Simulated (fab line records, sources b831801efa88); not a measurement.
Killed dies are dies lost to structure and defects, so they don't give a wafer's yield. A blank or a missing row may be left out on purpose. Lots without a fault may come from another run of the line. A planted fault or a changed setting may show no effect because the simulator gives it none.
fab line records | flow sfq_line
record lots=5 wafers=23
route steps=325 shown L0@3 L0V@17 M0@29 I0@47 M1@63 I1@78 M2@93
start_h: hours from the record's first day to the start of the lot's first wafer shown | wait_h: hours since the lot's step before | " the same as in the row above | L1.1+2: a row that stands for several wafers | - no value, or no start given | * or withheld: withheld | < > ~ a bound
route shown NAME@n: a module of which the file shows steps, and the number in the route of the first | usual: mean/standard deviation of fault-free wafers | same: alike in all rows | chamber/n: place in a boat | sites: the reading at each site | _std_site: their standard deviation | _edge_site: outer sites' mean less inner sites' | radius_mm: how far each site lies from the wafer's centre | mask NAME#n: copy n | behind: the tool/chamber that last shaped the wafer | hold: why the lot was held/for how many hours/how that ended | device: the transistor (n, p or np) that didn't switch | end of line: the same wafers' tests at the end of the route | a step without rows: its recipe alone | killed: dies lost to structure and defects at the first sort, not the wafer's yield | map: a wafer's dies, x killed, . not, _ none there
set.NAME: the setting as run; set.NAME@STEP: as run at that earlier step | model.NAME: the simulator's own value behind a step, which no gauge read
lots whose settings were changed on purpose; a table a step, a row a wafer
## steps
# step SFQ_TRILAYER_L0_DEP_SPUTTER_003
# recipe material=MoNx_KI base_pressure_pa=1.33e-06 target_thk_nm=40 power_w=800 time_s=100 chamber_pressure_pa=0.4
# columns lot.wafer tool chamber start_h wait_h set.power_w model.MoNx_KI_of_TRILAYER_L0_DEP_SPUTTER_003.thk_nm
L075.1 pvd_sputter-04 - 17.49 0.0 800 40.45
L075.5 " - " " 800 39.84
L075.6 " - " " 800 40.39
L080.1 pvd_sputter-05 - 42.49 0.0 800 40.31
L080.2 " - " " 851.6 43.09
L080.3 " - " " 851.6 42.93
L080.4 " - " " 800 40.05
L080.5 " - " " 800 40.02
L081.2 pvd_sputter-06 - 47.49 0.0 800 40.58
L081.3 " - " " 847.9 42.66
L081.4 " - " " 847.9 42.47
L081.5 " - " " 800 40.44
L081.6 " - " " 847.9 42.61
L083.2 pvd_sputter-04 - 57.49 0.0 800 39.61
L083.3 " - " " 800 40.07
L083.4 " - " " 800 39.84
L083.5 " - " " 800 39.87
L083.6 " - " " 800 39.8
L085.1 pvd_sputter-04 - 67.49 0.0 800 40.01
L085.2 " - " " 800 40.46
L085.4 " - " " 800 39.86
L085.5 " - " " 800 40.39
L085.6 " - " " 800 40.08
# step SFQ_L0_RS_MEAS_901
# recipe thk_meas_gauge=four-point-probe reads=MoNx_KI_of_TRILAYER_L0_DEP_SPUTTER_003
# usual L0_MONX_KI_RS=43.2/0.32
# columns lot.wafer tool chamber start_h wait_h set.power_w@TRILAYER_L0_DEP_SPUTTER_003 L0_MONX_KI_RS[ohm/sq]
L075.1 film_metro-01 - 17.56 0.0 800 43.0
L075.5 " - " " 800 43.6
L075.6 " - " " 800 43.0
L080.1 film_metro-04 - 42.56 0.0 800 43.1
L080.2 " - " " 851.6 40.4
L080.3 " - " " 851.6 40.4
L080.4 " - " " 800 43.3
L080.5 " - " " 800 43.4
L081.2 film_metro-03 - 47.58 0.1 800 42.8
L081.3 " - " " 847.9 40.8
L081.4 " - " " 847.9 41.1
L081.5 " - " " 800 43.0
L081.6 " - " " 847.9 40.8
L083.2 film_metro-03 - 57.58 0.1 800 43.9
L083.3 " - " " 800 43.4
L083.4 " - " " 800 43.6
L083.5 " - " " 800 43.6
L083.6 " - " " 800 43.6
L085.1 film_metro-03 - 67.67 0.1 800 43.4
L085.2 " - " " 800 43.0
L085.4 " - " " 800 43.6
L085.5 " - " " 800 43.0
L085.6 " - " " 800 43.4
# step SFQ_L0_THK_MEAS_902
# recipe thk_meas_gauge=xrf reads=MoNx_KI_of_TRILAYER_L0_DEP_SPUTTER_003
# usual L0_MONX_KI_THK=39.8/0.36
# columns lot.wafer tool chamber start_h wait_h set.power_w@TRILAYER_L0_DEP_SPUTTER_003 L0_MONX_KI_THK[nm]
L075.1 film_metro-01 - 17.68 0.1 800 40.2
L075.5 " - " " 800 39.4
L075.6 " - " " 800 40.0
L080.1 film_metro-04 - 42.68 0.1 800 40.1
L080.2 " - " " 851.6 42.6
L080.3 " - " " 851.6 42.8
L080.4 " - " " 800 39.6
L080.5 " - " " 800 39.8
L081.2 film_metro-03 - 47.69 0.1 800 40.3
L081.3 " - " " 847.9 42.3
L081.4 " - " " 847.9 41.9
L081.5 " - " " 800 40.3
L081.6 " - " " 847.9 41.9
L083.2 film_metro-03 - 57.69 0.1 800 39.2
L083.3 " - " " 800 39.4
L083.4 " - " " 800 39.4
L083.5 " - " " 800 39.1
L083.6 " - " " 800 39.3
L085.1 film_metro-03 - 67.79 0.1 800 39.5
L085.2 " - " " 800 39.8
L085.4 " - " " 800 39.3
L085.5 " - " " 800 39.8
L085.6 " - " " 800 39.5
# step SFQ_TRILAYER_L0_LITHO_COAT_005
# recipe resist=KrF spin_rpm=3000 resist_thk_nm=600
# columns lot.wafer tool chamber start_h wait_h set.spin_rpm
L075.1+5+6 litho_track-02 0 18.04 0.2 3000
L080.1+2+4 litho_track-04 0 43.04 0.2 3000
L080.3+5 " 0 " " 3092
L081.2+4+5 litho_track-02 0 48.09 0.2 2844
L081.3+6 " 0 " " 3000
L083.2+3+4+5+6 litho_track-04 0 58.09 0.2 3000
L085.1+2+4+5+6 litho_track-04 0 68.15 0.2 3000
# step SFQ_TRILAYER_L0_LITHO_SOFTBAKE_009
# recipe temp_c=withheld time_s=withheld resist=KrF
# step SFQ_TRILAYER_L0_LITHO_EXPOSE_006
# recipe mask_id=L0 na=0.6 source_shape=conventional sigma_outer=0.65 target_cd_nm=2000 dose_mj=14.4
# step SFQ_TRILAYER_L0_LITHO_DEVELOP_007
# recipe time_s=60 resist=KrF
# step SFQ_TRILAYER_L0_BARC_OPEN_METAL_ETCH_010
# recipe mask_material=PR chemistry=O2 target_depth_nm=125 target=BARC icp_w=600 bias_w=80 pressure_mtorr=10 time_s=41.7
# step SFQ_TRILAYER_L0_ETCH_METAL_ETCH_008
# recipe target=MoNx_KI stop_on=SiO2 mask_material=PR chemistry=SF6/O2 target_depth_nm=50 icp_w=600 bias_w=80 pressure_mtorr=10 time_s=25
# usual oes_product_au=0.876/0.0057
# columns lot.wafer tool chamber start_h wait_h set.power_w@TRILAYER_L0_DEP_SPUTTER_003 oes_product_au
L075.1 rie_metal-01 0 83.37 0.1 800 0.885
L075.5 " 0 " " 800 0.872
L075.6 " 1 " " 800 0.881
L080.1 rie_metal-04 1 118.22 0.0 800 0.874
L080.2 " 0 " " 851.6 0.908
L080.3 " 0 " " 851.6 0.906
L080.4 " 1 " " 800 0.878
L080.5 " 1 " " 800 0.877
L081.2 rie_metal-03 0 121.82 0.0 800 0.879
L081.3 " 1 " " 847.9 0.903
L081.4 " 0 " " 847.9 0.896
L081.5 " 0 " " 800 0.880
L081.6 " 1 " " 847.9 0.904
L083.2 rie_metal-01 1 132.62 0.0 800 0.868
L083.3 " 0 " " 800 0.870
L083.4 " 1 " " 800 0.877
L083.5 " 1 " " 800 0.871
L083.6 " 0 " " 800 0.874
L085.1 rie_metal-04 1 142.22 0.0 800 0.876
L085.2 " 0 " " 800 0.874
L085.4 " 1 " " 800 0.878
L085.5 " 1 " " 800 0.871
L085.6 " 0 " " 800 0.874
# step SFQ_TRILAYER_L0_VIA_LITHO_COAT_018
# recipe resist=BARC spin_rpm=3000 resist_thk_nm=62
# columns lot.wafer tool chamber start_h wait_h set.resist_thk_nm model.BARC_of_TRILAYER_L0_VIA_LITHO_COAT_018.thk_nm
L075.1 litho_track-01 0 84.49 0.1 62 62.27
L075.5 " 0 " " 62 62.2
L075.6 " 0 " " 62 62.23
L080.1 litho_track-01 0 119.07 0.0 62 62.01
L080.2 " 0 " " 65.48 65.64
L080.3 " 0 " " 62 61.98
L080.4 " 0 " " 65.48 65.47
L080.5 " 0 " " 62 62.05
L081.2 litho_track-04 0 122.72 0.1 62 62.08
L081.3 " 0 " " 62 62
L081.4 " 0 " " 62 61.94
L081.5 " 0 " " 62 62.09
L081.6 " 0 " " 62 61.88
L083.2 litho_track-01 0 133.52 0.1 62 62
L083.3 " 0 " " 62 61.99
L083.4 " 0 " " 62 62.11
L083.5 " 0 " " 62 61.98
L083.6 " 0 " " 62 62.22
L085.1 litho_track-01 0 143.36 0.3 65 64.97
L085.2 " 0 " " 65 65.19
L085.4 " 0 " " 62 62.04
L085.5 " 0 " " 62 62.03
L085.6 " 0 " " 62 61.86
# step SFQ_TRILAYER_M0_DEP_SPUTTER_019
# recipe material=Nb base_pressure_pa=1.33e-06 chamber_pressure_pa=0.1333 substrate_temp_c=20 resputter_cathode_voltage_v=400 target_thk_nm=200 power_w=2000 time_s=133.3
# columns lot.wafer tool chamber start_h wait_h set.time_s model.Nb_of_TRILAYER_M0_DEP_SPUTTER_019.thk_nm
L075.1 pvd_sputter-05 - 160.14 0.0 133.3 200.6
L075.5 " - " " 133.3 198.4
L075.6 " - " " 133.3 200
L080.1 pvd_sputter-03 - 200.76 0.0 150.6 222.4
L080.2 " - " " 150.6 223.7
L080.3 " - " " 150.6 221.9
L080.4 " - " " 133.3 196.2
L080.5 " - " " 133.3 197.1
L081.2 pvd_sputter-05 - 205.80 0.0 145.6 216.8
L081.3 " - " " 145.6 219.1
L081.4 " - " " 133.3 197.2
L081.5 " - " " 133.3 198.7
L081.6 " - " " 145.6 219.6
L083.2 pvd_sputter-03 - 228.66 0.0 133.3 199.1
L083.3 " - " " 133.3 198.1
L083.4+5 " - " " 121.7 180.3
L083.6 " - " " 133.3 198.2
L085.1 pvd_sputter-06 - 237.51 0.0 152.2 231.8
L085.2 " - " " 133.3 204.6
L085.4 " - " " 152.2 231.4
L085.5 " - " " 152.2 229.2
L085.6 " - " " 133.3 202.9
# step SFQ_M0_RS_MEAS_904
# recipe thk_meas_gauge=four-point-probe reads=Nb_of_TRILAYER_M0_DEP_SPUTTER_019
# usual M0_NB_RS=0.893/0.0082
# columns lot.wafer tool chamber start_h wait_h set.time_s@TRILAYER_M0_DEP_SPUTTER_019 M0_NB_RS[ohm/sq]
L075.1 film_metro-03 - 160.23 0.0 133.3 0.888
L075.5 " - " " 133.3 0.897
L075.6 " - " " 133.3 0.891
L080.1 film_metro-01 - 200.85 0.0 150.6 0.798
L080.2 " - " " 150.6 0.793
L080.3 " - " " 150.6 0.800
L080.4 " - " " 133.3 0.906
L080.5 " - " " 133.3 0.905
L081.2 film_metro-02 - 205.91 0.1 145.6 0.822
L081.3 " - " " 145.6 0.811
L081.4 " - " " 133.3 0.901
L081.5 " - " " 133.3 0.896
L081.6 " - " " 145.6 0.810
L083.2 film_metro-01 - 228.77 0.1 133.3 0.894
L083.3 " - " " 133.3 0.899
L083.4 " - " " 121.7 0.989
L083.5 " - " " 121.7 0.987
L083.6 " - " " 133.3 0.897
L085.1 film_metro-01 - 237.62 0.1 152.2 0.768
L085.2 " - " " 133.3 0.872
L085.4 " - " " 152.2 0.767
L085.5 " - " " 152.2 0.775
L085.6 " - " " 133.3 0.877
# step SFQ_TRILAYER_M0_ETCH_METAL_ETCH_024
# recipe target=Nb stop_on=SiO2 mask_material=PR chemistry=Cl2/Ar target_depth_nm=240 icp_w=600 bias_w=80 pressure_mtorr=10 time_s=120
# usual oes_product_au=0.893/0.0067
# columns lot.wafer tool chamber start_h wait_h set.icp_w set.time_s@TRILAYER_M0_DEP_SPUTTER_019 oes_product_au
L075.1 rie_metal-03 1 254.36 0.0 600 133.3 0.887
L075.5 " 1 " " 600 133.3 0.900
L075.6 " 0 " " 600 133.3 0.895
L080.1 rie_metal-02 1 301.16 0.0 600 150.6 0.959
L080.2 " 0 " " 600 150.6 0.957
L080.3 " 1 " " 662.1 150.6 0.949
L080.4 " 0 " " 600 133.3 0.879
L080.5 " 0 " " 662.1 133.3 0.881
L081.2 rie_metal-01 1 309.56 0.0 600 145.6 0.935
L081.3 " 0 " " 660.7 145.6 0.952
L081.4 " 1 " " 600 133.3 0.880
L081.5 " 0 " " 660.7 133.3 0.885
L081.6 " 1 " " 660.7 145.6 0.945
L083.2 rie_metal-02 0 336.40 0.0 600 133.3 0.888
L083.3 " 1 " " 600 133.3 0.889
L083.4 " 0 " " 600 121.7 0.842
L083.5 " 1 " " 600 121.7 0.837
L083.6 " 0 " " 600 133.3 0.893
L085.1 rie_metal-02 1 347.83 0.1 600 152.2 0.966
L085.2 " 1 " " 600 133.3 0.904
L085.4 " 1 " " 600 152.2 0.975
L085.5 " 1 " " 637 152.2 0.962
L085.6 " 1 " " 637 133.3 0.898
# step SFQ_TRILAYER_I0_VIA_LITHO_COAT_036
# recipe resist=BARC spin_rpm=3000 resist_thk_nm=62
# columns lot.wafer tool chamber start_h wait_h set.resist_thk_nm model.BARC_of_TRILAYER_I0_VIA_LITHO_COAT_036.thk_nm
L075.1 litho_track-02 0 259.66 1.0 62 61.86
L075.5 " 0 " " 62 62.07
L075.6 " 0 " " 62 61.66
L080.1 litho_track-02 0 307.07 1.0 58.49 58.32
L080.2 " 0 " " 58.49 58.4
L080.3 " 0 " " 62 61.98
L080.4 " 0 " " 62 61.86
L080.5 " 0 " " 58.49 58.45
L081.2 litho_track-02 0 316.09 0.8 58.66 58.71
L081.3 " 0 " " 58.66 58.51
L081.4 " 0 " " 62 62.19
L081.5 " 0 " " 58.66 58.49
L081.6 " 0 " " 62 61.86
L083.2 litho_track-01 0 346.55 0.8 62 61.7
L083.3 " 0 " " 62 61.99
L083.4 " 0 " " 64.91 64.73
L083.5 " 0 " " 62 61.88
L083.6 " 0 " " 64.91 64.7
L085.1 litho_track-01 0 356.10 1.0 60.89 60.94
L085.2 " 0 " " 60.89 61.16
L085.4 " 0 " " 62 62.28
L085.5 " 0 " " 60.89 61.11
L085.6 " 0 " " 62 62.14
# step SFQ_TRILAYER_I0_VIA_LITHO_COAT_031
# recipe resist=KrF spin_rpm=3000 resist_thk_nm=650
# step SFQ_TRILAYER_I0_VIA_LITHO_SOFTBAKE_035
# recipe temp_c=withheld time_s=withheld resist=KrF
# step SFQ_TRILAYER_I0_VIA_LITHO_DEVELOP_033
# recipe time_s=60 resist=KrF
# step SFQ_TRILAYER_I0_VIA_BARC_OPEN_VIA_ETCH_046
# recipe mask_material=PR chemistry=O2 target_depth_nm=125 target=BARC source_w=500 bias_w=80 pressure_mtorr=30 time_s=43.03
# usual oes_product_au=0.681/0.0046
# columns lot.wafer tool chamber start_h wait_h set.resist_thk_nm@TRILAYER_I0_VIA_LITHO_COAT_036 oes_product_au
L075.1 rie_diel-04 2 372.91 0.0 62 0.683
L075.5 " 0 " " 62 0.682
L075.6 " 2 " " 62 0.680
L080.1 rie_diel-03 0 424.21 0.0 58.49 0.659
L080.2 " 1 " " 58.49 0.656
L080.3 " 2 " " 62 0.687
L080.4 " 3 " " 62 0.677
L080.5 " 3 " " 58.49 0.663
L081.2 rie_diel-04 1 440.53 0.0 58.66 0.670
L081.3 " 0 " " 58.66 0.664
L081.4 " 2 " " 62 0.679
L081.5 " 0 " " 58.66 0.668
L081.6 " 1 " " 62 0.680
L083.2 rie_diel-02 3 480.71 0.0 62 0.676
L083.3 " 1 " " 62 0.683
L083.4 " 0 " " 64.91 0.687
L083.5 " 3 " " 62 0.675
L083.6 " 0 " " 64.91 0.689
L085.1 rie_diel-03 2 492.71 0.0 60.89 0.679
L085.2 " 0 " " 60.89 0.673
L085.4 " 1 " " 62 0.685
L085.5 " 0 " " 60.89 0.677
L085.6 " 3 " " 62 0.683
# step SFQ_TRILAYER_M1_LITHO_COAT_039
# recipe resist=KrF spin_rpm=3000 resist_thk_nm=600
# columns lot.wafer tool chamber start_h wait_h set.spin_rpm model.KrF_of_TRILAYER_M1_LITHO_COAT_039.thk_nm
L075.1 litho_track-02 0 374.44 0.2 3000 602.4
L075.5 " 0 " " 3000 600.4
L075.6 " 0 " " 3000 601.3
L080.1 litho_track-03 0 425.73 0.2 2818 620.6
L080.2 " 0 " " 3000 599.4
L080.3 " 0 " " 3000 601.5
L080.4 " 0 " " 2818 618.9
L080.5 " 0 " " 3000 599.7
L081.2 litho_track-02 0 442.71 0.2 3000 600.8
L081.3 " 0 " " 3000 600
L081.4 " 0 " " 3000 598.8
L081.5 " 0 " " 3000 597.7
L081.6 " 0 " " 3000 599
L083.2 litho_track-02 0 482.89 0.2 3000 600.8
L083.3 " 0 " " 3000 602.5
L083.4 " 0 " " 3000 601.8
L083.5 " 0 " " 3000 602
L083.6 " 0 " " 3000 601.3
L085.1 litho_track-02 0 494.24 0.2 2937 607.2
L085.2 " 0 " " 3000 599.2
L085.4 " 0 " " 2937 606.8
L085.5 " 0 " " 3000 600.3
L085.6 " 0 " " 3000 598.9
# step SFQ_TRILAYER_M1_BARC_OPEN_METAL_ETCH_054
# recipe mask_material=PR chemistry=O2 target_depth_nm=125 target=BARC icp_w=600 bias_w=80 pressure_mtorr=10 time_s=41.7
# columns lot.wafer tool chamber start_h wait_h set.icp_w set.spin_rpm@TRILAYER_M1_LITHO_COAT_039 model.KrF_of_TRILAYER_M1_LITHO_COAT_039.thk_nm
L075.1 rie_metal-01 0 515.64 0.0 600 3000 525.8
L075.5 " 0 " " 600 3000 523.8
L075.6 " 0 " " 600 3000 524.5
L080.1 rie_metal-04 1 567.49 0.0 600 2818 543.2
L080.2 " 0 " " 600 3000 522.3
L080.3 " 0 " " 600 3000 523.8
L080.4 " 1 " " 600 2818 541.6
L080.5 " 0 " " 600 3000 522.1
L081.2 rie_metal-01 0 578.29 0.0 668.3 3000 518
L081.3 " 0 " " 668.3 3000 517.3
L081.4 " 1 " " 600 3000 523
L081.5 " 1 " " 600 3000 521.4
L081.6 " 0 " " 600 3000 521.2
L083.2 rie_metal-04 0 624.67 0.0 600 3000 522.6
L083.3 " 1 " " 619.3 3000 522.7
L083.4 " 0 " " 600 3000 523.8
L083.5 " 0 " " 619.3 3000 522
L083.6 " 1 " " 600 3000 523.2
L085.1 rie_metal-03 0 635.60 0.0 634.6 2937 528.5
L085.2 " 1 " " 600 3000 521.6
L085.4 " 0 " " 600 2937 530.4
L085.5 " 0 " " 634.6 3000 521.1
L085.6 " 1 " " 634.6 3000 518.8
# step SFQ_TRILAYER_M1_ETCH_METAL_ETCH_042
# recipe target=Nb stop_on=SiO2 mask_material=PR chemistry=Cl2/Ar target_depth_nm=240 icp_w=600 bias_w=80 pressure_mtorr=10 time_s=120
# columns lot.wafer tool chamber start_h wait_h set.spin_rpm@TRILAYER_M1_LITHO_COAT_039 model.KrF_of_TRILAYER_M1_LITHO_COAT_039.thk_nm
L075.1 rie_metal-01 0 515.76 0.1 3000 386.7
L075.5 " 0 " " 3000 382.8
L075.6 " 0 " " 3000 384.4
L080.1 rie_metal-04 1 567.55 0.0 2818 399.6
L080.2 " 0 " " 3000 378
L080.3 " 0 " " 3000 380.7
L080.4 " 1 " " 2818 398.4
L080.5 " 0 " " 3000 377.9
L081.2 rie_metal-01 0 578.35 0.0 3000 375.2
L081.3 " 0 " " 3000 375.3
L081.4 " 1 " " 3000 386.3
L081.5 " 1 " " 3000 382.3
L081.6 " 0 " " 3000 380.1
L083.2 rie_metal-04 0 624.73 0.0 3000 379.9
L083.3 " 1 " " 3000 378.9
L083.4 " 0 " " 3000 380.1
L083.5 " 0 " " 3000 377.5
L083.6 " 1 " " 3000 379.5
L085.1 rie_metal-03 0 635.66 0.0 2937 388.8
L085.2 " 1 " " 3000 379.2
L085.4 " 0 " " 2937 391.1
L085.5 " 0 " " 3000 381.3
L085.6 " 1 " " 3000 376.5
# step SFQ_TRILAYER_I1_VIA_LITHO_COAT_049
# recipe resist=KrF spin_rpm=3000 resist_thk_nm=650
# columns lot.wafer tool chamber start_h wait_h set.spin_rpm model.KrF_of_TRILAYER_I1_VIA_LITHO_COAT_049.thk_nm
L075.1 litho_track-01 0 522.08 0.2 3000 648.3
L075.5 " 0 " " 3000 647.2
L075.6 " 0 " " 3000 647.3
L080.1 litho_track-04 0 573.19 0.2 3000 649.5
L080.2 " 0 " " 3113 638.5
L080.3 " 0 " " 3000 650.8
L080.4 " 0 " " 3000 650.4
L080.5 " 0 " " 3113 637.7
L081.2 litho_track-01 0 584.00 0.2 3000 648.2
L081.3 " 0 " " 3167 630.8
L081.4 " 0 " " 3000 649.6
L081.5 " 0 " " 3167 631.2
L081.6 " 0 " " 3000 648.9
L083.2 litho_track-01 0 639.66 0.2 3000 647.6
L083.3 " 0 " " 3000 648
L083.4 " 0 " " 3000 648.2
L083.5 " 0 " " 3134 635.5
L083.6 " 0 " " 3134 632.6
L085.1 litho_track-01 0 646.63 0.2 3000 650.7
L085.2 " 0 " " 3000 649.4
L085.4 " 0 " " 3000 649.5
L085.5 " 0 " " 3000 649.1
L085.6 " 0 " " 3000 649.9
# step SFQ_TRILAYER_M2_LITHO_COAT_057
# recipe resist=KrF spin_rpm=3000 resist_thk_nm=600
# columns lot.wafer tool chamber start_h wait_h set.resist_thk_nm model.KrF_of_TRILAYER_M2_LITHO_COAT_057.thk_nm
L075.1+6 litho_track-01 0 665.93 0.2 600 599.2
L075.5 " 0 " " 600 599.6
L080.1 litho_track-01 0 722.90 0.2 582.2 581.6
L080.2 " 0 " " 600 600.5
L080.3 " 0 " " 600 600.2
L080.4 " 0 " " 600 597.8
L080.5 " 0 " " 582.2 582.5
L081.2 litho_track-03 0 731.35 0.2 600 600.5
L081.3 " 0 " " 600 600.3
L081.4 " 0 " " 600 597.5
L081.5 " 0 " " 600 600.1
L081.6 " 0 " " 600 598.2
L083.2 litho_track-01 0 778.50 0.2 581.1 579.7
L083.3 " 0 " " 581.1 579.8
L083.4+6 " 0 " " 600 600.3
L083.5 " 0 " " 600 599.6
L085.1 litho_track-03 0 788.05 0.2 566.2 567.5
L085.2 " 0 " " 600 601.5
L085.4 " 0 " " 600 599.5
L085.5 " 0 " " 566.2 570.1
L085.6 " 0 " " 600 601.2
## key
split step=SFQ_TRILAYER_L0_DEP_SPUTTER_003 setting=power_w stated=800 by=wafer
response step=SFQ_TRILAYER_L0_DEP_SPUTTER_003 reading=model.MoNx_KI_of_TRILAYER_L0_DEP_SPUTTER_003.thk_nm change=+0.401 per=1% r=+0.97
response step=SFQ_L0_RS_MEAS_901 reading=L0_MONX_KI_RS change=-0.395 per=1% r=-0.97
response step=SFQ_L0_THK_MEAS_902 reading=L0_MONX_KI_THK change=+0.369 per=1% r=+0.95
response step=SFQ_TRILAYER_L0_ETCH_METAL_ETCH_008 reading=oes_product_au change=+0.00419 per=1% r=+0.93
split step=SFQ_TRILAYER_L0_LITHO_COAT_005 setting=spin_rpm stated=3000 by=wafer
response none clear
split step=SFQ_TRILAYER_L0_VIA_LITHO_COAT_018 setting=resist_thk_nm stated=62 by=wafer
response step=SFQ_TRILAYER_L0_VIA_LITHO_COAT_018 reading=model.BARC_of_TRILAYER_L0_VIA_LITHO_COAT_018.thk_nm change=+0.636 per=1% r=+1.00
split step=SFQ_TRILAYER_M0_DEP_SPUTTER_019 setting=time_s stated=133.3 by=wafer
response step=SFQ_TRILAYER_M0_DEP_SPUTTER_019 reading=model.Nb_of_TRILAYER_M0_DEP_SPUTTER_019.thk_nm change=+2.01 per=1% r=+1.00
response step=SFQ_M0_RS_MEAS_904 reading=M0_NB_RS change=-0.0084 per=1% r=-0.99
response step=SFQ_TRILAYER_M0_ETCH_METAL_ETCH_024 reading=oes_product_au change=+0.00552 per=1% r=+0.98
split step=SFQ_TRILAYER_M0_ETCH_METAL_ETCH_024 setting=icp_w stated=600 by=wafer
response none clear
split step=SFQ_TRILAYER_I0_VIA_LITHO_COAT_036 setting=resist_thk_nm stated=62 by=wafer
response step=SFQ_TRILAYER_I0_VIA_LITHO_COAT_036 reading=model.BARC_of_TRILAYER_I0_VIA_LITHO_COAT_036.thk_nm change=+0.627 per=1% r=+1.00
response step=SFQ_TRILAYER_I0_VIA_BARC_OPEN_VIA_ETCH_046 reading=oes_product_au change=+0.00295 per=1% r=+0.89
split step=SFQ_TRILAYER_M1_LITHO_COAT_039 setting=spin_rpm stated=3000 by=wafer
response step=SFQ_TRILAYER_M1_LITHO_COAT_039 reading=model.KrF_of_TRILAYER_M1_LITHO_COAT_039.thk_nm change=-3.27 per=1% r=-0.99
response step=SFQ_TRILAYER_M1_BARC_OPEN_METAL_ETCH_054 reading=model.KrF_of_TRILAYER_M1_LITHO_COAT_039.thk_nm change=-3.35 per=1% r=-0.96
response step=SFQ_TRILAYER_M1_ETCH_METAL_ETCH_042 reading=model.KrF_of_TRILAYER_M1_LITHO_COAT_039.thk_nm change=-3.52 per=1% r=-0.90
split step=SFQ_TRILAYER_M1_BARC_OPEN_METAL_ETCH_054 setting=icp_w stated=600 by=wafer
response none clear
split step=SFQ_TRILAYER_I1_VIA_LITHO_COAT_049 setting=spin_rpm stated=3000 by=wafer
response step=SFQ_TRILAYER_I1_VIA_LITHO_COAT_049 reading=model.KrF_of_TRILAYER_I1_VIA_LITHO_COAT_049.thk_nm change=-3.19 per=1% r=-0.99
split step=SFQ_TRILAYER_M2_LITHO_COAT_057 setting=resist_thk_nm stated=600 by=wafer
response step=SFQ_TRILAYER_M2_LITHO_COAT_057 reading=model.KrF_of_TRILAYER_M2_LITHO_COAT_057.thk_nm change=+5.86 per=1% r=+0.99
